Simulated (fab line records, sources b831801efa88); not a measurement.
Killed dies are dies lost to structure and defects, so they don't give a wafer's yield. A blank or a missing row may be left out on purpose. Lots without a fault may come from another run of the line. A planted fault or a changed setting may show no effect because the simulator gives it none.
Which tool did it? | flow sky130 | 13 lots, 39 wafers sampled, at 4 steps of a route of 708

WHAT THE GAUGES READ, wafer by wafer
SKY_VT_ADJUST_HVTR_CD_MEAS_07: target cd 380 nm.
lot  | measured     | on        | cd_nm (nm)
L647 | day 9 18:39  | cd_sem-01 | 378.9 377.8 379.2
L648 | day 9 21:48  | cd_sem-02 | 379.5 381.5 383.0
L649 | day 10 02:55 | cd_sem-02 | 379.8 377.8 379.3
L651 | day 10 18:02 | cd_sem-02 | 380.1 380.2 381.9
L652 | day 11 03:30 | cd_sem-01 | 381.7 381.7 382.6
L654 | day 11 21:41 | cd_sem-01 | 380.9 379.4 381.8
L656 | day 12 05:51 | cd_sem-01 | 385.0 381.3 383.7
L659 | day 13 06:03 | cd_sem-01 | 377.9 379.8 380.6
L660 | day 13 14:00 | cd_sem-02 | 379.1 378.2 376.7
L662 | day 14 01:01 | cd_sem-01 | 381.5 377.4 380.3
L663 | day 14 10:57 | cd_sem-02 | 377.7 377.4 381.2
L665 | day 15 02:02 | cd_sem-02 | 378.7 378.8 379.9
L670 | day 16 15:11 | cd_sem-02 | 380.3 380.8 379.7

SKY_LDD_HVN_OVL_MEAS_07.
lot  | measured     | on         | LDD_HVN_OVL (nm)
L647 | day 20 18:49 | overlay-02 | -0.7 1.4 0.1
L648 | day 20 19:12 | overlay-02 | 1.6 0.0 1.6
L649 | day 21 01:49 | overlay-01 | 0.1 -0.6 2.6
L651 | day 22 00:31 | overlay-01 | 0.6 2.8 2.3
L652 | day 22 12:13 | overlay-02 | 0.3 -1.4 -1.8
L654 | day 23 08:40 | overlay-01 | 3.0 1.5 3.5
L656 | day 23 17:51 | overlay-01 | 1.2 1.4 0.7
L659 | day 25 02:30 | overlay-02 | 1.6 0.7 1.5
L660 | day 25 11:15 | overlay-01 | 1.4 -0.7 -1.5
L662 | day 25 23:16 | overlay-02 | 1.4 -1.0 0.4
L663 | day 26 08:48 | overlay-02 | 0.9 -1.2 0.5
L665 | day 27 03:43 | overlay-02 | 0.0 0.7 0.4
L670 | day 28 12:27 | overlay-02 | -0.2 -0.6 1.2

WHICH TOOL RAN EACH LOT (tool, then ch and the chambers of the sampled wafers, then the start)
lot  | SKY_VT_ADJUST_PCH_STRIP_09           | SKY_LDD_N_IMPLANT_10
L647 | plasma_asher-01 ch 0,1, day 10 17:34 | implanter-04 ch 0, day 18 05:47
L648 | plasma_asher-02 ch 0,1, day 10 21:10 | implanter-02 ch 0, day 18 05:55
L649 | plasma_asher-02 ch 0,1, day 11 01:59 | implanter-02 ch 0, day 18 12:08
L651 | plasma_asher-01 ch 0,1, day 11 18:34 | implanter-02 ch 0, day 19 09:47
L652 | plasma_asher-02 ch 0,1, day 12 04:10 | implanter-01 ch 0, day 19 22:26
L654 | plasma_asher-01 ch 0,1, day 12 23:35 | implanter-01 ch 0, day 20 18:29
L656 | plasma_asher-01 ch 0,1, day 13 07:35 | implanter-02 ch 0, day 21 03:44
L659 | plasma_asher-01 ch 0,1, day 14 08:20 | implanter-01 ch 0, day 22 14:02
L660 | plasma_asher-01 ch 0,1, day 14 16:25 | implanter-01 ch 0, day 22 22:13
L662 | plasma_asher-02 ch 0,1, day 15 03:50 | implanter-01 ch 0, day 23 10:41
L663 | plasma_asher-01 ch 0, day 15 14:11   | implanter-02 ch 0, day 23 18:50
L665 | plasma_asher-02 ch 0,1, day 16 05:10 | implanter-01 ch 0, day 24 16:16
L670 | plasma_asher-03 ch 0,1, day 17 20:46 | implanter-02 ch 0, day 26 02:56
- SKY_VT_ADJUST_PCH_STRIP_09: strips in O2/N2.
- SKY_LDD_N_IMPLANT_10

WHAT THE TOOLS THEMSELVES READ (means of the sampled wafers that have a number; where no wafer has one, the mark that the record gives instead)
SKY_VT_ADJUST_PCH_STRIP_09.
lot  | tool            | drypump_motor_current_A (A) | n2_flow_sccm (sccm) | oes_product_au (a.u.) | strip_time_to_endpoint_s (s)
L647 | plasma_asher-01 | 5.84                        | 300.0               | 0.723                 | 36.93
L648 | plasma_asher-02 | 5.92                        | 301.1               | 0.724                 | 37.06
L649 | plasma_asher-02 | 5.93                        | 300.2               | 0.724                 | 37.02
L651 | plasma_asher-01 | 5.84                        | 300.5               | 0.723                 | 36.97
L652 | plasma_asher-02 | 5.83                        | 300.8               | 0.724                 | 37.09
L654 | plasma_asher-01 | 5.81                        | 299.4               | 0.719                 | 36.95
L656 | plasma_asher-01 | 5.85                        | 299.9               | 0.725                 | 36.97
L659 | plasma_asher-01 | 5.85                        | 299.8               | 0.717                 | 37.06
L660 | plasma_asher-01 | 5.82                        | 299.8               | 0.727                 | 36.94
L662 | plasma_asher-02 | 5.81                        | 299.1               | 0.725                 | 37.01
L663 | plasma_asher-01 | 5.87                        | 299.1               | 0.728                 | 36.92
L665 | plasma_asher-02 | 5.82                        | 300.8               | 0.720                 | 36.96
L670 | plasma_asher-03 | 5.93                        | 299.6               | 0.722                 | 36.92

SKY_LDD_N_IMPLANT_10.
lot  | tool         | beam_energy_keV | rotation_deg (degrees)
L647 | implanter-04 | 20.007          | 203.00
L648 | implanter-02 | 20.002          | 203.02
L649 | implanter-02 | 19.993          | 203.01
L651 | implanter-02 | 19.997          | 203.04
L652 | implanter-01 | 19.996          | 203.00
L654 | implanter-01 | 19.998          | 203.02
L656 | implanter-02 | 19.997          | 203.05
L659 | implanter-01 | 20.005          | 202.97
L660 | implanter-01 | 19.997          | 202.98
L662 | implanter-01 | 18.152          | 202.97
L663 | implanter-02 | 19.999          | 203.01
L665 | implanter-01 | 18.150          | 203.01
L670 | implanter-02 | 19.992          | 203.01

THE ANSWER, worked out from the rows above alone
Rule: what is usual is taken from the lots themselves. Put in order of their means at a reading, lots are off if they are a third of the lots or fewer, leave a main group of 4 or more, and stand apart from it by a gap of 3 or more times the standard deviation of the main group's means; of several such gaps the widest counts. A main group whose means are all the same, to the digits that the tables above print for the reading, isn't used. A lot without any number at a reading at which 4 lots or more have one is off too. The other lots that the step has rows for count as sound. The gauges are gone through in route order, then the tools' own readings, and for those a lot's mean is taken as printed above. The first step at which some lot is off is used, and at that step the reading that is off furthest; a lot without a number counts as furthest.
Off: L662, L665, at SKY_LDD_N_IMPLANT_10 (beam_energy_keV). The main group: mean 19.998, standard deviation 0.0044.
A tool fits if, at that step or a process step before it, it ran every lot that is off, and no sound lot after the first of them. Can't be told from this: 2 tools fit, plasma_asher-02 at SKY_VT_ADJUST_PCH_STRIP_09, implanter-01 at SKY_LDD_N_IMPLANT_10.

WHAT THE SIMULATOR HAD PUT IN
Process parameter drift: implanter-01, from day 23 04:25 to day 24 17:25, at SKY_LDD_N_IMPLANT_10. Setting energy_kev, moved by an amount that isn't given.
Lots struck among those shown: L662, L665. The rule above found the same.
